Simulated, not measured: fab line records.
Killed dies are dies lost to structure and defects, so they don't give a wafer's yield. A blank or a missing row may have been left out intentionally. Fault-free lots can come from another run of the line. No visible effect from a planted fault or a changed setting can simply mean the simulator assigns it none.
Which tool was responsible? + flow sfq line + 13 lots, 39 wafers sampled, at 3 steps of a route of 325

== WHAT EACH GAUGE READ, for each wafer ==
Not one reading of a measure or inspect step in the record can be checked against a usual standard deviation.

== EACH LOT AND THE TOOL THAT RAN IT (in order: tool; ch and the chambers of the sampled wafers; start) ==
| lot  | SFQ_TRILAYER_I6_CMP_CMP_166   | SFQ_TRILAYER_I6_METRO_MEASURE_167 | SFQ_TRILAYER_I6_VIA_ETCH_VIA_ETCH_172 |
|------|-------------------------------|-----------------------------------|---------------------------------------|
| L972 | cmp-01 ch 0,2,3, day 71 04:34 | film metro-01, day 71 07:41       | rie diel-04 ch 2,3, day 71 11:13      |
| L973 | cmp-02 ch 0,2,3, day 72 06:09 | film metro-02, day 72 08:16       | rie diel-02 ch 1,2, day 72 18:57      |
| L974 | cmp-01 ch 0,2,3, day 72 11:29 | film metro-03, day 72 14:07       | rie diel-04 ch 0,1,2, day 72 20:09    |
| L977 | cmp-02 ch 1,3, day 73 12:01   | film metro-01, day 73 15:08       | rie diel-02 ch 1,2, day 75 18:25      |
| L979 | cmp-01 ch 0,1,2, day 73 15:02 | film metro-03, day 73 18:21       | rie diel-04 ch 1,2,3, day 75 19:37    |
| L978 | cmp-02 ch 0,2, day 73 15:38   | film metro-02, day 73 18:16       | rie diel-03 ch 0,1,3, day 75 20:49    |
| L983 | cmp-01 ch 0,2,3, day 78 02:32 | film metro-01, day 78 04:52       | rie diel-02 ch 1,2, day 78 15:16      |
| L984 | cmp-02 ch 0,3, day 81 15:54   | film metro-01, day 81 19:16       | rie diel-03 ch 0,2, day 82 03:20      |
| L988 | cmp-01 ch 0,1, day 83 18:24   | film metro-02, day 83 21:01       | rie diel-04 ch 0,1, day 84 00:40      |
| L989 | cmp-01 ch 0,1,2, day 84 13:59 | film metro-03, day 84 16:37       | rie diel-04 ch 2,3, day 84 20:08      |
| L991 | cmp-01 ch 0,1,3, day 85 09:02 | film metro-02, day 85 11:40       | rie diel-02 ch 1,3, day 85 22:01      |
| L993 | cmp-01 ch 0,1, day 86 01:43   | film metro-01, day 86 04:50       | rie diel-04 ch 1,2, day 86 08:22      |
| L994 | cmp-02 ch 0,1,2, day 86 11:34 | film metro-01, day 86 13:41       | rie diel-02 ch 2,3, day 88 03:22      |
- SFQ_TRILAYER_I6_CMP_CMP_166: polishes SiO2.
- SFQ_TRILAYER_I6_METRO_MEASURE_167
- SFQ_TRILAYER_I6_VIA_ETCH_VIA_ETCH_172: etches SiO2 in CHF3, stops on Nb, target depth 260 nm.

== WHAT THE TOOLS THEMSELVES READ (means of the sampled wafers that have a number; where no wafer has one, the mark that the record gives instead) ==
SFQ_TRILAYER_I6_CMP_CMP_166. Usual: motor current A 9.8 A, standard deviation 0.93; slurry filter dp kPa 13.50 kPa, standard deviation 0.13; time to endpoint s 214 s, standard deviation 8.2.
| lot  | tool   | motor current A (A) | slurry filter dp kPa (kPa) | time to endpoint s (s) | flag |
|------|--------|---------------------|----------------------------|------------------------|------|
| L972 | cmp-01 | 10.0                | 13.41                      | 214                    |      |
| L973 | cmp-02 | 10.3                | 13.52                      | 216                    |      |
| L974 | cmp-01 | 10.2                | 13.46                      | 216                    |      |
| L977 | cmp-02 | 8.7                 | 13.47                      | 219                    |      |
| L979 | cmp-01 | 9.7                 | 13.43                      | 195                    |      |
| L978 | cmp-02 | 10.3                | 13.43                      | 205                    |      |
| L983 | cmp-01 | 9.6                 | 13.59                      | 210                    |      |
| L984 | cmp-02 | 9.9                 | 13.45                      | 204                    |      |
| L988 | cmp-01 | 9.2                 | 13.43                      | 219                    |      |
| L989 | cmp-01 | 9.6                 | 13.44                      | 214                    |      |
| L991 | cmp-01 | 9.9                 | 13.53                      | 220                    |      |
| L993 | cmp-01 | 9.1                 | 13.48                      | 225                    |      |
| L994 | cmp-02 | 10.0                | 13.45                      | 224                    |      |

SFQ_TRILAYER_I6_METRO_MEASURE_167. Usual: 200.2 nm for thk nm, sd 1.4.
| lot  | tool          | thk nm (nm) | flag |
|------|---------------|-------------|------|
| L972 | film metro-01 | 200.2       |      |
| L973 | film metro-02 | 200.1       |      |
| L974 | film metro-03 | 201.3       |      |
| L977 | film metro-01 | 200.7       |      |
| L979 | film metro-03 | 215.8       | OFF  |
| L978 | film metro-02 | 199.1       |      |
| L983 | film metro-01 | 199.4       |      |
| L984 | film metro-01 | 198.8       |      |
| L988 | film metro-02 | 201.1       |      |
| L989 | film metro-03 | 199.0       |      |
| L991 | film metro-02 | 199.0       |      |
| L993 | film metro-01 | 202.1       |      |
| L994 | film metro-01 | 201.9       |      |

SFQ_TRILAYER_I6_VIA_ETCH_VIA_ETCH_172. Usual: chamber pressure mTorr 30.005 mTorr, standard deviation 0.029; drypump motor current A 5.9 A, standard deviation 0.55; oes product au 0.855 a.u., standard deviation 0.0054.
| lot  | tool        | chamber pressure mTorr (mTorr) | drypump motor current A (A) | oes product au (a.u.) | flag |
|------|-------------|--------------------------------|-----------------------------|-----------------------|------|
| L972 | rie diel-04 | 29.974                         | 5.8                         | 0.860                 |      |
| L973 | rie diel-02 | 30.014                         | 5.5                         | 0.853                 |      |
| L974 | rie diel-04 | 30.013                         | 5.7                         | 0.857                 |      |
| L977 | rie diel-02 | 29.990                         | 5.5                         | 0.856                 |      |
| L979 | rie diel-04 | 30.012                         | 6.1                         | 0.891                 | OFF  |
| L978 | rie diel-03 | 30.012                         | 6.1                         | 0.850                 |      |
| L983 | rie diel-02 | 30.000                         | 5.5                         | 0.854                 |      |
| L984 | rie diel-03 | 29.984                         | 6.1                         | 0.852                 |      |
| L988 | rie diel-04 | 30.005                         | 5.6                         | 0.858                 |      |
| L989 | rie diel-04 | 29.994                         | 5.7                         | 0.859                 |      |
| L991 | rie diel-02 | 30.019                         | 5.4                         | 0.850                 |      |
| L993 | rie diel-04 | 30.011                         | 6.3                         | 0.857                 |      |
| L994 | rie diel-02 | 30.001                         | 6.4                         | 0.857                 |      |

== THE ANSWER, worked out from the rows above alone ==
Rule: a lot is off if the mean of its wafers that have a number lies more than 3 standard deviations from the usual mean. A lot without any number at a reading at which 4 lots or more have one is off too. Where the step has rows for the other lots, those lots are counted as sound. First the gauges in route order, then the tools' own readings, where a lot's mean is used as printed above. At the first step where some lot is off, the reading lying furthest off is the one used; lots without a number count as furthest.
Off: L979 (SFQ_TRILAYER_I6_METRO_MEASURE_167, thk nm).
A tool fits if, at that step or a process step before it, it ran every lot that is off, and no sound lot after the first of them. Not one of the candidates tried fits.

== WHAT WAS PUT IN BY THE SIMULATOR ==
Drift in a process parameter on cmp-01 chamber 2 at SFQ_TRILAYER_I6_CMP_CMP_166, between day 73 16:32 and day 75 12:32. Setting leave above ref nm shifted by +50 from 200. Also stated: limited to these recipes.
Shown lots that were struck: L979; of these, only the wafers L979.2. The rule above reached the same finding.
